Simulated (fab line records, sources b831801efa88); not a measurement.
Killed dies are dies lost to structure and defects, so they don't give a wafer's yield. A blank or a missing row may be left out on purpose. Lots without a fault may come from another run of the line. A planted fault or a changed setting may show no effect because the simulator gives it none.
Which tool did it? | flow sky130 | 12 lots, 36 wafers sampled, at 4 steps of a route of 708

WHAT THE GAUGES READ, wafer by wafer
SKY_PAD_OPEN_BOW_MEAS_13. Usual: PAD_OPEN_BOW 49 um, standard deviation 9.2.
lot  | measured     | on            | PAD_OPEN_BOW (um) | flag
L424 | day 45 11:08 | film_metro-02 | 36 37 41          |
L425 | day 45 21:42 | film_metro-03 | 47 45 32          |
L428 | day 47 05:17 | film_metro-03 | 38 37 53          |
L426 | day 47 07:29 | film_metro-01 | 66 51 60          |
L427 | day 47 07:02 | film_metro-02 | 55 43 47          |
L432 | day 47 20:39 | film_metro-02 | 37 37 44          |
L431 | day 47 23:18 | film_metro-02 | 52 42 45          |
L433 | day 48 04:41 | film_metro-02 | 49 29 33          |
L436 | day 48 13:35 | film_metro-02 | 52 55 50          |
L439 | day 49 04:55 | film_metro-03 | 61 55 48          |
L440 | day 49 12:14 | film_metro-02 | 47 38 48          |
L444 | day 50 06:25 | film_metro-02 | 62 65 54          |

WHICH TOOL RAN EACH LOT (tool, then ch and the chambers of the sampled wafers, then the start)
lot  | SKY_METAL3_SPUTTER_01        | SKY_VIA4_CVD_18               | SKY_PAD_OPEN_STRIP_08
L424 | pvd_sputter-04, day 35 23:16 | cvd_w-02 ch 0,1, day 42 11:47 | plasma_asher-01 ch 0,1, day 45 09:02
L425 | pvd_sputter-01, day 36 09:42 | cvd_w-02 ch 0,1, day 42 23:05 | plasma_asher-04 ch 1, day 45 19:33
L428 | pvd_sputter-01, day 38 04:05 | cvd_w-02 ch 0,1, day 44 10:32 | plasma_asher-04 ch 0,1, day 47 03:12
L426 | pvd_sputter-01, day 38 04:47 | cvd_w-01 ch 0,1, day 44 12:07 | plasma_asher-02 ch 0,1, day 47 05:18
L427 | pvd_sputter-01, day 38 05:41 | cvd_w-02 ch 0,1, day 44 13:10 | plasma_asher-04 ch 0,1, day 47 04:51
L432 | pvd_sputter-03, day 38 21:13 | cvd_w-01 ch 0,1, day 45 01:41 | plasma_asher-01 ch 0,1, day 47 18:03
L431 | pvd_sputter-01, day 39 00:11 | cvd_w-01 ch 0,1, day 45 04:22 | plasma_asher-01 ch 0,1, day 47 21:05
L433 | pvd_sputter-03, day 39 10:02 | cvd_w-02 ch 0,1, day 45 12:41 | plasma_asher-01 ch 0,1, day 48 02:30
L436 | pvd_sputter-01, day 39 17:17 | cvd_w-02 ch 0,1, day 45 20:10 | plasma_asher-02 ch 0,1, day 48 11:30
L439 | pvd_sputter-01, day 40 16:11 | cvd_w-01 ch 0,1, day 46 15:42 | plasma_asher-01 ch 0,1, day 49 02:45
L440 | pvd_sputter-01, day 41 01:49 | cvd_w-01 ch 0,1, day 46 23:50 | plasma_asher-01 ch 1, day 49 10:00
L444 | pvd_sputter-03, day 42 04:08 | cvd_w-01 ch 0, day 47 21:40   | plasma_asher-04 ch 0,1, day 50 03:54
- SKY_METAL3_SPUTTER_01: material TiN, target thk 20 nm, time 16.7 s.
- SKY_VIA4_CVD_18: deposits W, target thk 505 nm, time 152.14 s.
- SKY_PAD_OPEN_STRIP_08: strips in O2/N2.

WHAT THE TOOLS THEMSELVES READ (means of the sampled wafers that have a number; where no wafer has one, the mark that the record gives instead)
SKY_METAL3_SPUTTER_01. Usual: throttle_valve_pct 30.1 %, standard deviation 1.
lot  | tool           | throttle_valve_pct (%) | flag
L424 | pvd_sputter-04 | 29.2                   |
L425 | pvd_sputter-01 | 29.5                   |
L428 | pvd_sputter-01 | 30.2                   |
L426 | pvd_sputter-01 | 30.8                   |
L427 | pvd_sputter-01 | 31.0                   |
L432 | pvd_sputter-03 | 30.0                   |
L431 | pvd_sputter-01 | 30.5                   |
L433 | pvd_sputter-03 | 30.1                   |
L436 | pvd_sputter-01 | 30.2                   |
L439 | pvd_sputter-01 | 30.7                   |
L440 | pvd_sputter-01 | 31.4                   |
L444 | pvd_sputter-03 | 30.0                   |

SKY_VIA4_CVD_18. Usual: heater_power_w 910 W, standard deviation 66.
lot  | tool     | heater_power_w (W) | flag
L424 | cvd_w-02 | 877                |
L425 | cvd_w-02 | 880                |
L428 | cvd_w-02 | 871                |
L426 | cvd_w-01 | 897                |
L427 | cvd_w-02 | 884                |
L432 | cvd_w-01 | 902                |
L431 | cvd_w-01 | 883                |
L433 | cvd_w-02 | 872                |
L436 | cvd_w-02 | 885                |
L439 | cvd_w-01 | 900                |
L440 | cvd_w-01 | 893                |
L444 | cvd_w-01 | 936                |

SKY_PAD_OPEN_STRIP_08. Usual: drypump_motor_current_A 5.5 A, standard deviation 0.37; oes_product_au 0.663 a.u., standard deviation 0.0046; strip_time_to_endpoint_s 37.05 s, standard deviation 0.081.
lot  | tool            | drypump_motor_current_A (A) | oes_product_au (a.u.) | strip_time_to_endpoint_s (s) | flag
L424 | plasma_asher-01 | 5.4                         | 0.666                 | 36.98                        |
L425 | plasma_asher-04 | 6.0                         | 0.665                 | 36.91                        |
L428 | plasma_asher-04 | 6.0                         | 0.664                 | 37.10                        |
L426 | plasma_asher-02 | 5.1                         | 0.668                 | 37.11                        |
L427 | plasma_asher-04 | 6.0                         | 0.665                 | 37.01                        |
L432 | plasma_asher-01 | 5.4                         | 0.659                 | 37.09                        |
L431 | plasma_asher-01 | 5.6                         | 0.666                 | 37.08                        |
L433 | plasma_asher-01 | 5.6                         | 0.661                 | 37.10                        |
L436 | plasma_asher-02 | 5.1                         | 0.664                 | 37.06                        |
L439 | plasma_asher-01 | 5.4                         | 0.658                 | 37.04                        |
L440 | plasma_asher-01 | 5.2                         | 0.668                 | 37.01                        |
L444 | plasma_asher-04 | 6.0                         | 0.662                 | 37.22                        |

THE ANSWER, worked out from the rows above alone
Rule: a lot is off if the mean of its wafers that have a number lies more than 3 standard deviations from the usual mean. A lot without any number at a reading at which 4 lots or more have one is off too. The other lots that the step has rows for count as sound. The gauges are gone through in route order, then the tools' own readings, and for those a lot's mean is taken as printed above. The first step at which some lot is off is used, and at that step the reading that is off furthest; a lot without a number counts as furthest.
No lot is off at any reading shown: from this, nothing can be told.

WHAT THE SIMULATOR HAD PUT IN
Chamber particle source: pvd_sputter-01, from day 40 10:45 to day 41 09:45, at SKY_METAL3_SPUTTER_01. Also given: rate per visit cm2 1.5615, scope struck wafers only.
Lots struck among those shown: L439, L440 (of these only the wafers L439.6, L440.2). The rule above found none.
